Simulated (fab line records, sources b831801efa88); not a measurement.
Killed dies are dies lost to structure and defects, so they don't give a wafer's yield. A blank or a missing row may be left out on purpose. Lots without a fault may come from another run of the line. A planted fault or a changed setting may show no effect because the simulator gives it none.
fab line records | flow sky130
record lots=5 wafers=15 last_day=50
route steps=708 shown DNWELL@38 PWDE@45 NWELL@56
lots that met no fault: from a run of the same line without faults
start_h: hours from the record's first day to the start of the lot's first wafer shown | wait_h: hours since the lot's step before | " the same as in the row above | L1.1+2: a row that stands for several wafers | - no value, or no start given | * or withheld: withheld | < > ~ a bound
route shown NAME@n: a module of which the file shows steps, and the number in the route of the first | usual: mean/standard deviation of fault-free wafers | same: alike in all rows | chamber/n: place in a boat | sites: the reading at each site | _std_site: their standard deviation | _edge_site: outer sites' mean less inner sites' | radius_mm: how far each site lies from the wafer's centre | mask NAME#n: copy n | behind: the tool/chamber that last shaped the wafer | hold: why the lot was held/for how many hours/how that ended | device: the transistor (n, p or np) that didn't switch | end of line: the same wafers' tests at the end of the route | a step without rows: its recipe alone | killed: dies lost to structure and defects at the first sort, not the wafer's yield | map: a wafer's dies, x killed, . not, _ none there
set.NAME: the setting as run; set.NAME@STEP: as run at that earlier step | model.NAME: the simulator's own value behind a step, which no gauge read
lots at some steps of the route; a table a step, a row a wafer
services: from which hour (start_h, from the record's first day; less than 0 if before it) a tool's chamber was out of use, for how many hours, and why
## steps
# step SKY_DNWELL_SOFTBAKE_03
# recipe temp_c=110 time_s=withheld
# columns lot.wafer tool chamber start_h wait_h
L080.2+4+6 litho_track-04 0 74.82 0.1
L085.2+4+5 litho_track-01 0 100.33 0.1
L095.2+4+6 litho_track-04 0 154.87 0.1
L096.2+4+5 litho_track-04 0 159.87 0.1
L097.1+4+6 litho_track-01 0 163.10 0.1
# step SKY_DNWELL_EXPOSE_04
# recipe mask_id=DNM na=0.57 target_cd_nm=3000 dose_mj=222
# usual exposure_dose_mJ_cm2=221.98/0.21
# columns lot.wafer tool chamber start_h wait_h mask exposure_dose_mJ_cm2
L080.2 iline_stepper-01 0 - - DNM#0 222.16
L080.4 " 0 " " DNM#0 222.10
L080.6 " 0 " " DNM#0 222.23
L085.2 iline_stepper-01 0 - - DNM#0 221.91
L085.4 " 0 " " DNM#0 221.99
L085.5 " 0 " " DNM#0 222.27
L095.2 iline_stepper-01 0 - - DNM#0 221.78
L095.4 " 0 " " DNM#0 221.51
L095.6 " 0 " " DNM#0 221.30
L096.2 iline_stepper-02 0 - - DNM#0 221.98
L096.4 " 0 " " DNM#0 221.78
L096.5 " 0 " " DNM#0 221.74
L097.1 iline_stepper-02 0 - - DNM#0 222.25
L097.4 " 0 " " DNM#0 222.04
L097.6 " 0 " " DNM#0 222.20
# step SKY_DNWELL_PEB_05
# recipe temp_c=115 time_s=withheld
# columns lot.wafer tool chamber start_h wait_h
L080.2+4+6 litho_track-01 0 - -
L085.2+4+5 litho_track-01 0 - -
L095.2+4+6 litho_track-01 0 - -
L096.2+4+5 litho_track-04 0 - -
L097.1+4+6 litho_track-02 0 - -
# step SKY_DNWELL_DEVELOP_06
# recipe wall_angle_deg=90 developer=TMAH develop_time_s=60 dev_temp_c=23
# columns lot.wafer tool chamber start_h wait_h
L080.2+4+6 litho_track-01 0 - -
L085.2+4+5 litho_track-01 0 - -
L095.2+4+6 litho_track-01 0 - -
L096.2+4+5 litho_track-04 0 - -
L097.1+4+6 litho_track-02 0 - -
# step SKY_DNWELL_IMPLANT_07
# recipe species=P energy_kev=withheld dose_cm2=withheld tilt_deg=withheld
# columns lot.wafer tool chamber start_h wait_h
L080.2+4+6 implanter-04 0 83.47 -
L085.2+4+5 implanter-04 0 109.17 -
L095.2+4+6 implanter-04 0 164.02 -
L096.2+4+5 implanter-03 0 169.41 -
L097.1+4+6 implanter-03 0 172.57 -
# step SKY_DNWELL_STRIP_08
# recipe chemistry=O2/N2 power_w=1400 pressure_mtorr=1500 platen_temp_c=withheld o2_flow_sccm=3000 n2_flow_sccm=300 overash_fraction=0.5
# usual drypump_motor_current_A=5.7/0.32 oes_product_au=0.723/0.0044 strip_time_to_endpoint_s=36.90/0.089
# columns lot.wafer tool chamber start_h wait_h drypump_motor_current_A oes_product_au rf_hours_counter_h strip_time_to_endpoint_s
L080.2 plasma_asher-02 0 83.60 0.1 6.1 0.725 27 36.81
L080.4 " 1 " " 5.4 0.720 - 36.76
L080.6 " 0 " " 6.1 0.721 - 36.73
L085.2 plasma_asher-04 1 109.30 0.1 5.2 0.722 44 37.00
L085.4 " 0 " " 6.1 0.725 - 37.08
L085.5 " 0 " " 6.1 0.726 - 36.91
L095.2 plasma_asher-02 0 164.15 0.1 6.1 0.716 35 37.00
L095.4 " 0 " " 6.1 0.717 - 37.09
L095.6 " 1 " " 5.4 0.730 - 37.00
L096.2 plasma_asher-04 0 169.53 0.1 6.1 0.723 50 36.95
L096.4 " 0 " " 6.1 0.723 - 37.01
L096.5 " 1 " " 5.2 0.722 - 36.86
L097.1 plasma_asher-03 1 172.72 0.1 5.7 0.722 6 37.09
L097.4 " 1 " " 5.7 0.722 - 36.93
L097.6 " 1 " " 5.7 0.723 - 37.01
# step SKY_DNWELL_TW_MEAS_09
# usual DNWELL_TW=1123/9.6
# columns lot.wafer tool chamber start_h wait_h DNWELL_TW
L080.2 film_metro-04 - 83.71 0.1 1131
L080.4 " - " " 1129
L080.6 " - " " 1135
L085.2 film_metro-02 - 109.41 0.1 1119
L085.4 " - " " 1118
L085.5 " - " " 1117
L095.2 film_metro-02 - 164.26 0.1 1125
L095.4 " - " " 1129
L095.6 " - " " 1134
L096.2 film_metro-01 - 169.64 0.1 1112
L096.4 " - " " 1111
L096.5 " - " " 1117
L097.1 film_metro-04 - 172.82 0.1 1135
L097.4 " - " " 1128
L097.6 " - " " 1131
# step SKY_PWDE_DEHYDRATE_00
# recipe temp_c=200 time_s=60
# columns lot.wafer tool chamber start_h wait_h
L080.2+4+6 litho_track-03 0 91.04 7.3
L085.2+4+5 litho_track-03 0 117.44 8.0
L095.2+4+6 litho_track-04 0 173.96 9.7
L096.2+4+5 litho_track-02 0 179.40 9.7
L097.1+4+6 litho_track-04 0 181.98 9.2
# step SKY_PWDE_HMDS_01
# recipe prime_time_s=60 prime_temp_c=120
# columns lot.wafer tool chamber start_h wait_h
L080.2+4+6 litho_track-03 0 91.19 0.1
L085.2+4+5 litho_track-03 0 117.59 0.1
L095.2+4+6 litho_track-04 0 174.11 0.1
L096.2+4+5 litho_track-02 0 179.55 0.1
L097.1+4+6 litho_track-04 0 182.13 0.1
# step SKY_PWDE_COAT_02
# recipe spin_rpm=2000 resist_thk_nm=3000
# usual spin_speed_rpm=2000.1/1.4
# columns lot.wafer tool chamber start_h wait_h spin_speed_rpm
L080.2 litho_track-03 0 91.34 0.1 1999.8
L080.4 " 0 " " 1998.0
L080.6 " 0 " " 1999.3
L085.2 litho_track-03 0 117.74 0.1 2001.3
L085.4 " 0 " " 2000.1
L085.5 " 0 " " 2000.0
L095.2 litho_track-04 0 174.26 0.1 1999.2
L095.4 " 0 " " 1998.6
L095.6 " 0 " " 2001.5
L096.2 litho_track-02 0 179.70 0.1 2002.5
L096.4 " 0 " " 2000.8
L096.5 " 0 " " 2000.0
L097.1 litho_track-04 0 182.28 0.1 2000.7
L097.4 " 0 " " 1999.4
L097.6 " 0 " " 1999.8
# step SKY_PWDE_SOFTBAKE_03
# recipe temp_c=110 time_s=withheld
# columns lot.wafer tool chamber start_h wait_h
L080.2+4+6 litho_track-03 0 91.50 0.1
L085.2+4+5 litho_track-03 0 117.90 0.1
L095.2+4+6 litho_track-04 0 174.42 0.1
L096.2+4+5 litho_track-02 0 179.86 0.1
L097.1+4+6 litho_track-04 0 182.43 0.1
# step SKY_PWDE_EXPOSE_04
# recipe mask_id=PWDEM na=0.6 source_shape=conventional sigma_outer=0.6 polarization=unpolarized target_cd_nm=840 dose_mj=214
# usual exposure_dose_mJ_cm2=213.95/0.21
# columns lot.wafer tool chamber start_h wait_h mask exposure_dose_mJ_cm2
L080.2 iline_stepper-02 0 - - PWDEM#0 213.64
L080.4 " 0 " " PWDEM#0 214.17
L080.6 " 0 " " PWDEM#0 213.79
L085.2 iline_stepper-02 0 - - PWDEM#0 213.80
L085.4 " 0 " " PWDEM#0 214.30
L085.5 " 0 " " PWDEM#0 214.17
L095.2 iline_stepper-02 0 - - PWDEM#0 213.95
L095.4 " 0 " " PWDEM#0 214.02
L095.6 " 0 " " PWDEM#0 213.84
L096.2 iline_stepper-02 0 - - PWDEM#0 214.28
L096.4 " 0 " " PWDEM#0 213.98
L096.5 " 0 " " PWDEM#0 213.86
L097.1 iline_stepper-01 0 - - PWDEM#0 214.04
L097.4 " 0 " " PWDEM#0 213.83
L097.6 " 0 " " PWDEM#0 214.19
# step SKY_PWDE_PEB_05
# recipe temp_c=115 time_s=withheld
# columns lot.wafer tool chamber start_h wait_h
L080.2+4+6 litho_track-04 0 - -
L085.2+4+5 litho_track-04 0 - -
L095.2+4+6 litho_track-02 0 - -
L096.2+4+5 litho_track-03 0 - -
L097.1+4+6 litho_track-04 0 - -
# step SKY_PWDE_DEVELOP_06
# recipe wall_angle_deg=90 developer=TMAH develop_time_s=60 dev_temp_c=23
# columns lot.wafer tool chamber start_h wait_h
L080.2+4+6 litho_track-04 0 - -
L085.2+4+5 litho_track-04 0 - -
L095.2+4+6 litho_track-02 0 - -
L096.2+4+5 litho_track-03 0 - -
L097.1+4+6 litho_track-04 0 - -
# step SKY_PWDE_OVL_MEAS_07
# usual PWDE_OVL=-1.7/1.4
# columns lot.wafer tool chamber start_h wait_h PWDE_OVL[nm]
L080.2 overlay-01 - 100.44 - -1.0
L080.4 " - " " -1.2
L080.6 " - " " -1.6
L085.2 overlay-01 - 127.34 - -0.8
L085.4 " - " " -1.5
L085.5 " - " " -1.7
L095.2 overlay-02 - 184.08 - -0.8
L095.4 " - " " -2.3
L095.6 " - " " -0.6
L096.2 overlay-02 - 189.97 - -2.4
L096.4 " - " " -2.4
L096.5 " - " " -2.3
L097.1 overlay-01 - 191.68 - 0.8
L097.4 " - " " 0.2
L097.6 " - " " -1.8
# step SKY_PWDE_IMPLANT_08
# recipe species=B energy_kev=150 dose_cm2=3.6e+12 tilt_deg=withheld
# columns lot.wafer tool chamber start_h wait_h
L080.2+4+6 implanter-01 0 100.49 0.0
L085.2+4+5 implanter-04 0 127.39 0.0
L095.2+4+6 implanter-04 0 184.13 0.0
L096.2+4+5 implanter-02 0 190.03 0.0
L097.1+4+6 implanter-02 0 191.72 0.0
# step SKY_PWDE_STRIP_09
# recipe chemistry=O2/N2 power_w=1400 pressure_mtorr=1500 platen_temp_c=withheld o2_flow_sccm=3000 n2_flow_sccm=300 overash_fraction=0.5
# usual drypump_motor_current_A=5.7/0.53 oes_product_au=0.722/0.0049 strip_time_to_endpoint_s=36.89/0.11
# columns lot.wafer tool chamber start_h wait_h drypump_motor_current_A oes_product_au rf_hours_counter_h strip_time_to_endpoint_s
L080.2 plasma_asher-01 1 100.62 0.1 5.0 0.714 38 36.92
L080.4 " 1 " " 5.0 0.724 - 36.95
L080.6 " 1 " " 5.0 0.724 - 36.86
L085.2 plasma_asher-04 1 127.52 0.1 5.1 0.719 46 36.84
L085.4 " 0 " " 6.1 0.728 - 36.97
L085.5 " 1 " " 5.2 0.723 - 36.88
L095.2 plasma_asher-02 0 184.26 0.1 6.1 0.722 38 36.71
L095.4 " 1 " " 5.5 0.723 - 36.82
L095.6 " 0 " " 6.1 0.722 - 36.78
L096.2 plasma_asher-04 0 190.15 0.1 6.1 0.723 53 36.83
L096.4 " 0 " " 6.1 0.727 - 36.88
L096.5 " 0 " " 6.1 0.720 - 36.88
L097.1 plasma_asher-01 0 191.87 0.1 6.3 0.721 46 36.90
L097.4 " 1 " " 5.0 0.723 - 36.94
L097.6 " 0 " " 6.3 0.715 - 36.91
# step SKY_PWDE_TW_MEAS_10
# usual PWDE_TW=377.7/2.7
# columns lot.wafer tool chamber start_h wait_h PWDE_TW
L080.2 film_metro-04 - 100.73 0.1 380.4
L080.4 " - " " 380.8
L080.6 " - " " 382.5
L085.2 film_metro-02 - 127.63 0.1 374.2
L085.4 " - " " 373.6
L085.5 " - " " 374.4
L095.2 film_metro-01 - 184.37 0.1 375.6
L095.4 " - " " 375.9
L095.6 " - " " 373.1
L096.2 film_metro-01 - 190.26 0.1 376.5
L096.4 " - " " 376.4
L096.5 " - " " 376.8
L097.1 film_metro-02 - 191.97 0.1 376.9
L097.4 " - " " 376.4
L097.6 " - " " 373.9
# step SKY_NWELL_DEHYDRATE_03
# recipe temp_c=200 time_s=60
# columns lot.wafer tool chamber start_h wait_h
L080.2+4+6 litho_track-02 0 109.10 8.4
L085.2+4+5 litho_track-02 0 136.25 8.6
L095.2+4+6 litho_track-03 0 193.39 9.0
L096.2+4+5 litho_track-03 0 199.79 9.5
L097.1+4+6 litho_track-03 0 202.12 10.1
# step SKY_NWELL_HMDS_04
# recipe prime_time_s=60 prime_temp_c=120
# columns lot.wafer tool chamber start_h wait_h
L080.2+4+6 litho_track-02 0 109.25 0.1
L085.2+4+5 litho_track-02 0 136.40 0.1
L095.2+4+6 litho_track-03 0 193.54 0.1
L096.2+4+5 litho_track-03 0 199.94 0.1
L097.1+4+6 litho_track-03 0 202.27 0.1
# step SKY_NWELL_COAT_05
# recipe spin_rpm=2000 resist_thk_nm=3000
# usual spin_speed_rpm=2000.0/1.2
# columns lot.wafer tool chamber start_h wait_h spin_speed_rpm
L080.2 litho_track-02 0 109.40 0.1 2001.7
L080.4 " 0 " " 1999.7
L080.6 " 0 " " 2001.4
L085.2 litho_track-02 0 136.55 0.1 2002.6
L085.4 " 0 " " 1999.9
L085.5 " 0 " " 2000.9
L095.2 litho_track-03 0 193.69 0.1 1999.4
L095.4 " 0 " " 1999.0
L095.6 " 0 " " 1999.4
L096.2 litho_track-03 0 200.09 0.1 2000.9
L096.4 " 0 " " 2000.2
L096.5 " 0 " " 1999.5
L097.1 litho_track-03 0 202.42 0.1 1997.3
L097.4 " 0 " " 1998.0
L097.6 " 0 " " 2000.6
# step SKY_NWELL_SOFTBAKE_06
# recipe temp_c=110 time_s=withheld
# columns lot.wafer tool chamber start_h wait_h
L080.2+4+6 litho_track-02 0 109.56 0.1
L085.2+4+5 litho_track-02 0 136.71 0.1
L095.2+4+6 litho_track-03 0 193.85 0.1
L096.2+4+5 litho_track-03 0 200.25 0.1
L097.1+4+6 litho_track-03 0 202.57 0.1
# step SKY_NWELL_EXPOSE_07
# recipe mask_id=NWM na=0.6 source_shape=conventional sigma_outer=0.6 polarization=unpolarized target_cd_nm=840 dose_mj=255
# usual exposure_dose_mJ_cm2=255.01/0.25
# columns lot.wafer tool chamber start_h wait_h mask exposure_dose_mJ_cm2
L080.2 iline_stepper-02 0 - - NWM#0 254.84
L080.4 " 0 " " NWM#0 254.90
L080.6 " 0 " " NWM#0 255.30
L085.2 iline_stepper-01 0 - - NWM#0 255.21
L085.4 " 0 " " NWM#0 254.51
L085.5 " 0 " " NWM#0 254.93
L095.2 iline_stepper-02 0 - - NWM#0 255.58
L095.4 " 0 " " NWM#0 255.33
L095.6 " 0 " " NWM#0 254.80
L096.2 iline_stepper-01 0 - - NWM#0 254.70
L096.4 " 0 " " NWM#0 254.59
L096.5 " 0 " " NWM#0 254.55
L097.1 iline_stepper-02 0 - - NWM#0 255.29
L097.4 " 0 " " NWM#0 255.40
L097.6 " 0 " " NWM#0 255.13
# step SKY_NWELL_PEB_08
# recipe temp_c=115 time_s=withheld
# columns lot.wafer tool chamber start_h wait_h
L080.2+4+6 litho_track-01 0 - -
L085.2+4+5 litho_track-03 0 - -
L095.2+4+6 litho_track-01 0 - -
L096.2+4+5 litho_track-03 0 - -
L097.1+4+6 litho_track-02 0 - -
# step SKY_NWELL_DEVELOP_09
# recipe wall_angle_deg=90 developer=TMAH develop_time_s=60 dev_temp_c=23
# columns lot.wafer tool chamber start_h wait_h
L080.2+4+6 litho_track-01 0 - -
L085.2+4+5 litho_track-03 0 - -
L095.2+4+6 litho_track-01 0 - -
L096.2+4+5 litho_track-03 0 - -
L097.1+4+6 litho_track-02 0 - -
# step SKY_NWELL_OVL_MEAS_10
# usual NWELL_00_OVL=0.3/1.7
# columns lot.wafer tool chamber start_h wait_h NWELL_00_OVL[nm]
L080.2 overlay-01 - 118.70 - 1.3
L080.4 " - " " 2.3
L080.6 " - " " 1.4
L085.2 overlay-01 - 145.37 - 1.9
L085.4 " - " " 1.0
L085.5 " - " " 0.7
L095.2 overlay-01 - 204.15 - -0.2
L095.4 " - " " -1.5
L095.6 " - " " -2.6
L096.2 overlay-02 - 209.57 - -1.2
L096.4 " - " " -2.5
L096.5 " - " " -1.5
L097.1 overlay-02 - 212.47 - 1.9
L097.4 " - " " 0.6
L097.6 " - " " 0.3
# step SKY_NWELL_IMPLANT_11
# recipe species=P energy_kev=400 dose_cm2=1.9e+13 tilt_deg=withheld
# columns lot.wafer tool chamber start_h wait_h
L080.2+4+6 implanter-04 0 118.76 0.0
L085.2+4+5 implanter-01 0 145.43 0.0
L095.2+4+6 implanter-01 0 204.21 0.0
L096.2+4+5 implanter-03 0 209.63 0.0
L097.1+4+6 implanter-04 0 212.51 0.0
# step SKY_NWELL_IMPLANT_12
# recipe species=P energy_kev=120 dose_cm2=1.3e+12 tilt_deg=withheld
# columns lot.wafer tool chamber start_h wait_h
L080.2+4+6 implanter-04 0 118.91 0.1
L085.2+4+5 implanter-01 0 145.58 0.1
L095.2+4+6 implanter-01 0 204.36 0.1
L096.2+4+5 implanter-03 0 209.78 0.1
L097.1+4+6 implanter-04 0 212.66 0.1
# step SKY_NWELL_IMPLANT_13
# recipe species=P energy_kev=50 dose_cm2=7e+11 tilt_deg=withheld
# columns lot.wafer tool chamber start_h wait_h
L080.2+4+6 implanter-04 0 119.06 0.1
L085.2+4+5 implanter-01 0 145.73 0.1
L095.2+4+6 implanter-01 0 204.51 0.1
L096.2+4+5 implanter-03 0 209.93 0.1
L097.1+4+6 implanter-04 0 212.81 0.1
# step SKY_NWELL_STRIP_14
# recipe chemistry=O2/N2 power_w=1400 pressure_mtorr=1500 platen_temp_c=withheld o2_flow_sccm=3000 n2_flow_sccm=300 overash_fraction=0.5
# usual drypump_motor_current_A=5.7/0.52 oes_product_au=0.722/0.0045 strip_time_to_endpoint_s=36.93/0.1
# columns lot.wafer tool chamber start_h wait_h drypump_motor_current_A oes_product_au rf_hours_counter_h strip_time_to_endpoint_s
L080.2 plasma_asher-01 1 119.18 0.1 5.0 0.731 41 36.77
L080.4 " 0 " " 6.4 0.724 - 36.93
L080.6 " 0 " " 6.4 0.725 - 37.01
L085.2 plasma_asher-03 0 145.85 0.1 5.8 0.727 3 36.81
L085.4 " 0 " " 5.8 0.718 - 36.81
L085.5 " 0 " " 5.8 0.734 - 36.83
L095.2 plasma_asher-01 0 204.63 0.1 6.4 0.725 47 36.88
L095.4 " 1 " " 4.9 0.720 - 36.87
L095.6 " 1 " " 5.0 0.718 - 36.96
L096.2 plasma_asher-04 0 210.05 0.1 6.1 0.723 55 36.86
L096.4 " 0 " " 6.1 0.719 - 36.88
L096.5 " 1 " " 5.2 0.718 - 36.95
L097.1 plasma_asher-04 0 212.96 0.1 6.1 0.730 55 36.92
L097.4 " 1 " " 5.2 0.711 - 36.97
L097.6 " 1 " " 5.1 0.713 - 36.88
# step SKY_NWELL_TW_MEAS_15
# usual NWELL_TW=1837/15
# columns lot.wafer tool chamber start_h wait_h NWELL_TW
L080.2 film_metro-01 - 119.29 0.1 1832
L080.4 " - " " 1828
L080.6 " - " " 1833
L085.2 film_metro-01 - 145.96 0.1 1834
L085.4 " - " " 1830
L085.5 " - " " 1828
L095.2 film_metro-04 - 204.74 0.1 1866
L095.4 " - " " 1852
L095.6 " - " " 1845
L096.2 film_metro-02 - 210.16 0.1 1821
L096.4 " - " " 1806
L096.5 " - " " 1818
L097.1 film_metro-02 - 213.06 0.1 1815
L097.4 " - " " 1810
L097.6 " - " " 1820
# step SKY_NWELL_DEHYDRATE_16
# recipe temp_c=200 time_s=60
# columns lot.wafer tool chamber start_h wait_h
L080.2+4+6 litho_track-03 0 128.14 8.8
L085.2+4+5 litho_track-03 0 154.49 8.5
L095.2+4+6 litho_track-02 0 214.35 9.6
L096.2+4+5 litho_track-01 0 219.62 9.5
L097.1+4+6 litho_track-02 0 223.57 10.5
# step SKY_NWELL_HMDS_17
# recipe prime_time_s=60 prime_temp_c=120
# columns lot.wafer tool chamber start_h wait_h
L080.2+4+6 litho_track-03 0 128.29 0.1
L085.2+4+5 litho_track-03 0 154.64 0.1
L095.2+4+6 litho_track-02 0 214.50 0.1
L096.2+4+5 litho_track-01 0 219.77 0.1
L097.1+4+6 litho_track-02 0 223.72 0.1
# step SKY_NWELL_COAT_18
# recipe spin_rpm=2000 resist_thk_nm=3000
# usual spin_speed_rpm=2000.1/1.4
# columns lot.wafer tool chamber start_h wait_h spin_speed_rpm
L080.2 litho_track-03 0 128.44 0.1 1999.6
L080.4 " 0 " " 2000.9
L080.6 " 0 " " 1998.5
L085.2 litho_track-03 0 154.79 0.1 1999.3
L085.4 " 0 " " 2000.1
L085.5 " 0 " " 1999.4
L095.2 litho_track-02 0 214.65 0.1 2001.0
L095.4 " 0 " " 2001.8
L095.6 " 0 " " 1999.4
L096.2 litho_track-01 0 219.92 0.1 1996.4
L096.4 " 0 " " 2001.3
L096.5 " 0 " " 2002.0
L097.1 litho_track-02 0 223.87 0.1 1999.3
L097.4 " 0 " " 1998.1
L097.6 " 0 " " 2001.0
# step SKY_NWELL_SOFTBAKE_19
# recipe temp_c=110 time_s=withheld
# columns lot.wafer tool chamber start_h wait_h
L080.2+4+6 litho_track-03 0 128.60 0.1
L085.2+4+5 litho_track-03 0 154.95 0.1
L095.2+4+6 litho_track-02 0 214.80 0.1
L096.2+4+5 litho_track-01 0 220.08 0.1
L097.1+4+6 litho_track-02 0 224.02 0.1
# step SKY_NWELL_EXPOSE_20
# recipe mask_id=NWM_COMPLEMENT na=0.6 source_shape=conventional sigma_outer=0.6 polarization=unpolarized target_cd_nm=840 dose_mj=260
# usual exposure_dose_mJ_cm2=259.97/0.25
# columns lot.wafer tool chamber start_h wait_h mask exposure_dose_mJ_cm2
L080.2 iline_stepper-01 0 - - NWM_COMPLEMENT#0 260.26
L080.4 " 0 " " NWM_COMPLEMENT#0 260.17
L080.6 " 0 " " NWM_COMPLEMENT#0 259.80
L085.2 iline_stepper-02 0 - - NWM_COMPLEMENT#0 259.77
L085.4 " 0 " " NWM_COMPLEMENT#0 259.93
L085.5 " 0 " " NWM_COMPLEMENT#0 259.97
L095.2 iline_stepper-01 0 - - NWM_COMPLEMENT#0 260.15
L095.4 " 0 " " NWM_COMPLEMENT#0 260.16
L095.6 " 0 " " NWM_COMPLEMENT#0 260.31
L096.2 iline_stepper-02 0 - - NWM_COMPLEMENT#0 260.50
L096.4 " 0 " " NWM_COMPLEMENT#0 260.12
L096.5 " 0 " " NWM_COMPLEMENT#0 260.19
L097.1 iline_stepper-02 0 - - NWM_COMPLEMENT#0 260.09
L097.4 " 0 " " NWM_COMPLEMENT#0 260.17
L097.6 " 0 " " NWM_COMPLEMENT#0 260.00
# step SKY_NWELL_PEB_21
# recipe temp_c=115 time_s=withheld
# columns lot.wafer tool chamber start_h wait_h
L080.2+4+6 litho_track-01 0 - -
L085.2+4+5 litho_track-03 0 - -
L095.2+4+6 litho_track-03 0 - -
L096.2+4+5 litho_track-02 0 - -
L097.1+4+6 litho_track-03 0 - -
# step SKY_NWELL_DEVELOP_22
# recipe wall_angle_deg=90 developer=TMAH develop_time_s=60 dev_temp_c=23
# columns lot.wafer tool chamber start_h wait_h
L080.2+4+6 litho_track-01 0 - -
L085.2+4+5 litho_track-03 0 - -
L095.2+4+6 litho_track-03 0 - -
L096.2+4+5 litho_track-02 0 - -
L097.1+4+6 litho_track-03 0 - -
# step SKY_NWELL_OVL_MEAS_23
# usual NWELL_01_OVL=0.1/1.2
# columns lot.wafer tool chamber start_h wait_h NWELL_01_OVL[nm]
L080.2 overlay-02 - 138.50 - -0.2
L080.4 " - " " -0.2
L080.6 " - " " -0.3
L085.2 overlay-02 - 164.32 - -1.3
L085.4 " - " " -1.7
L085.5 " - " " -2.0
L095.2 overlay-02 - 225.47 - -1.3
L095.4 " - " " -1.5
L095.6 " - " " -2.0
L096.2 overlay-01 - 230.38 - -0.5
L096.4 " - " " 0.9
L096.5 " - " " 1.1
L097.1 overlay-02 - 234.72 - -0.3
L097.4 " - " " -0.2
L097.6 " - " " -0.5
# step SKY_NWELL_IMPLANT_24
# recipe species=B energy_kev=140 dose_cm2=9.2e+12 tilt_deg=withheld
# columns lot.wafer tool chamber start_h wait_h
L080.2+4+6 implanter-01 0 138.56 0.0
L085.2+4+5 implanter-01 0 164.38 0.0
L095.2+4+6 implanter-03 0 225.53 0.0
L096.2+4+5 implanter-03 0 230.43 0.0
L097.1+4+6 implanter-01 0 234.75 0.0
# step SKY_NWELL_STRIP_25
# recipe chemistry=O2/N2 power_w=1400 pressure_mtorr=1500 platen_temp_c=withheld o2_flow_sccm=3000 n2_flow_sccm=300 overash_fraction=0.5
# usual drypump_motor_current_A=5.7/0.47 oes_product_au=0.723/0.0046 strip_time_to_endpoint_s=36.92/0.12
# columns lot.wafer tool chamber start_h wait_h drypump_motor_current_A oes_product_au rf_hours_counter_h strip_time_to_endpoint_s
L080.2 plasma_asher-01 0 138.68 0.1 6.4 0.719 41 37.10
L080.4 " 1 " " 5.0 0.715 - 37.17
L080.6 " 0 " " 6.4 0.719 - 37.06
L085.2 plasma_asher-03 0 164.50 0.1 5.8 0.721 5 36.86
L085.4 " 1 " " 5.7 0.716 - 36.84
L085.5 " 0 " " 5.8 0.726 - 36.97
L095.2 plasma_asher-03 0 225.65 0.1 5.8 0.723 11 36.82
L095.4 " 1 " " 5.7 0.728 - 36.88
L095.6 " 0 " " 5.7 0.722 - 36.99
L096.2 plasma_asher-03 1 230.56 0.1 5.7 0.722 11 36.79
L096.4 " 1 " " 5.7 0.720 - 36.91
L096.5 " 0 " " 5.8 0.733 - 36.86
L097.1 plasma_asher-03 0 234.90 0.1 5.8 0.724 12 36.79
L097.4 " 0 " " 5.8 0.725 - 36.81
L097.6 " 1 " " 5.7 0.726 - 36.71
# step SKY_NWELL_TW_MEAS_26
# usual NWELL_2_TW=502/4
# columns lot.wafer tool chamber start_h wait_h NWELL_2_TW
L080.2 film_metro-04 - 138.79 0.1 506
L080.4 " - " " 505
L080.6 " - " " 510
L085.2 film_metro-01 - 164.61 0.1 500
L085.4 " - " " 499
L085.5 " - " " 501
L095.2 film_metro-01 - 225.76 0.1 497
L095.4 " - " " 497
L095.6 " - " " 498
L096.2 film_metro-02 - 230.67 0.1 500
L096.4 " - " " 502
L096.5 " - " " 500
L097.1 film_metro-04 - 235.00 0.1 509
L097.4 " - " " 507
L097.6 " - " " 507
# step SKY_NWELL_CLEAN_27
# recipe chemistry=SC1/SC2 mix=1:4:20 temp_c=70 time_s=150 dry=n2_spin
# columns lot.wafer tool chamber start_h wait_h
L080.2+4+6 wet_bench-02 1 138.84 0.0
L085.2+4+5 wet_bench-01 2 164.66 0.0
L095.2+4+6 wet_bench-01 1 225.81 0.0
L096.2+4+5 wet_bench-01 3 230.72 0.0
L097.1+4+6 wet_bench-02 1 235.06 0.1
# step SKY_NWELL_RTA_28
# recipe temp_c=1050 time_s=30 idle_temp_c=650 ramp_up_c_per_s=150 ramp_down_c_per_s=90 ambient=N2
# usual lamp_power_pct=25.31/0.05 wafer_temp_C_max=1054.8/0.98
# columns lot.wafer tool chamber start_h wait_h lamp_power_pct wafer_temp_C_max
L080.2 rtp_anneal-02 0 138.91 0.0 25.35 1053.6
L080.4 " 0 " " 25.34 1055.9
L080.6 " 0 " " 25.27 1053.3
L085.2 rtp_anneal-01 0 164.73 0.0 25.41 1054.6
L085.4 " 0 " " 25.37 1055.2
L085.5 " 0 " " 25.27 1056.1
L095.2 rtp_anneal-02 0 225.93 0.0 25.27 1053.5
L095.4 " 0 " " 25.29 1053.9
L095.6 " 0 " " 25.41 1055.9
L096.2 rtp_anneal-01 0 230.83 0.0 25.24 1054.4
L096.4 " 0 " " 25.33 1058.3
L096.5 " 0 " " 25.32 1053.8
L097.1 rtp_anneal-01 0 235.11 0.0 25.36 1054.2
L097.4 " 0 " " 25.39 1055.6
L097.6 " 0 " " 25.25 1054.8
# step SKY_NWELL_RS_MEAS_29
# recipe thk_meas_gauge=four-point-probe
# usual NWELL_RS=624.8/1.5
# columns lot.wafer tool chamber start_h wait_h NWELL_RS[ohm/sq]
L080.2 film_metro-02 - 139.01 0.1 623.7
L080.4 " - " " 626.5
L080.6 " - " " 625.7
L085.2 film_metro-01 - 164.86 0.1 626.6
L085.4 " - " " 625.3
L085.5 " - " " 624.7
L095.2 film_metro-02 - 226.03 0.1 624.3
L095.4 " - " " 625.5
L095.6 " - " " 624.2
L096.2 film_metro-04 - 230.94 0.1 624.3
L096.4 " - " " 622.9
L096.5 " - " " 623.0
L097.1 film_metro-02 - 235.21 0.1 627.0
L097.4 " - " " 626.2
L097.6 " - " " 626.0
## services
# columns tool chamber start_h hours kind
rtp_anneal-01 - 56.44 1.1 pm
implanter-01 - 59.52 7.6 pm
plasma_asher-04 - 73.36 0.8 repair
implanter-04 - 76.54 3.5 pm
wet_bench-02 - 78.21 1.8 repair
plasma_asher-03 - 80.34 2.8 pm
plasma_asher-03 - 108.75 9.0 pm
iline_stepper-01 - 115.49 12.1 repair
implanter-02 - 116.26 1.5 repair
implanter-03 - 119.39 5.8 repair
plasma_asher-01 - 121.35 14.6 pm
implanter-03 - 131.47 5.3 pm
implanter-01 - 151.28 6.5 pm
implanter-02 - 159.28 8.7 repair
plasma_asher-03 - 159.55 1.3 repair
rtp_anneal-02 - 160.33 0.6 pm
iline_stepper-01 - 162.69 2.1 pm
iline_stepper-01 - 176.25 1.7 pm
plasma_asher-01 - 177.14 4.3 pm
implanter-03 - 182.36 6.3 repair
implanter-01 - 208.20 6.0 repair
plasma_asher-03 - 210.47 2.5 repair
implanter-02 - 216.19 2.7 pm
iline_stepper-02 - 224.34 1.7 pm
## key
fault none
